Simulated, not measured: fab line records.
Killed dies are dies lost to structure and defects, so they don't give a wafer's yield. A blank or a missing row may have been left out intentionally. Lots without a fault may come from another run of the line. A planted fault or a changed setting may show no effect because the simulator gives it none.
The tool behind it: which one?    flow sky130    12 lots (36 wafers sampled), 1 step of a 708-step route

## WHAT THE GAUGES READ, wafer by wafer
SKY_METAL3_CD_MEAS_13: target cd 300 nm. Usual: cd nm 299.9 nm, standard deviation 1.1.
lot   measured      on         cd nm (nm)         flag
L496  day 38 10:08  cd sem-01  298.6 299.0 299.0  
L498  day 38 15:08  cd sem-02  299.6 298.3 298.2  
L499  day 38 22:43  cd sem-02  297.8 298.3 298.3  
L503  day 40 05:38  cd sem-02  300.2 299.5 299.1  
L502  day 40 09:04  cd sem-02  300.2 301.2 300.3  
L506  day 41 11:17  cd sem-02  301.3 300.5 300.0  
L507  day 41 23:28  cd sem-02  299.9 298.6 299.2  
L508  day 43 17:26  cd sem-01  299.9 299.9 300.6  
L513  day 44 02:32  cd sem-01  299.8 299.7 299.4  
L514  day 44 06:32  cd sem-01  299.3 300.7 300.6  
L518  day 44 23:17  cd sem-01  300.5 302.2 301.8  
L519  day 45 04:03  cd sem-02  300.2 299.3 300.6  

## EACH LOT AND THE TOOL THAT RAN IT (in order: tool; ch and the chambers of the sampled wafers; start)
The record holds no process step before these readings.

## AS READ BY THE TOOLS THEMSELVES (means over the sampled wafers that have a number; for cases with no such wafer, the mark the record gives instead)
The record holds no such reading with a usual standard deviation.

## THE ANSWER, worked out from the rows above alone
Rule: a lot is off if the mean of its wafers that have a number lies more than 3 standard deviations from the usual mean. Also off: a lot with no number at a reading for which 4 or more lots have one. Where the step has rows for the other lots, those lots are counted as sound. After the gauges, taken in route order, come the tools' own readings; for these a lot's mean is taken, as printed above. At the first step where some lot is off, the reading lying furthest off is the one used; lots without a number count as furthest.
None of the lots is off at any reading shown; this tells nothing.

## WHAT WAS PUT IN BY THE SIMULATOR
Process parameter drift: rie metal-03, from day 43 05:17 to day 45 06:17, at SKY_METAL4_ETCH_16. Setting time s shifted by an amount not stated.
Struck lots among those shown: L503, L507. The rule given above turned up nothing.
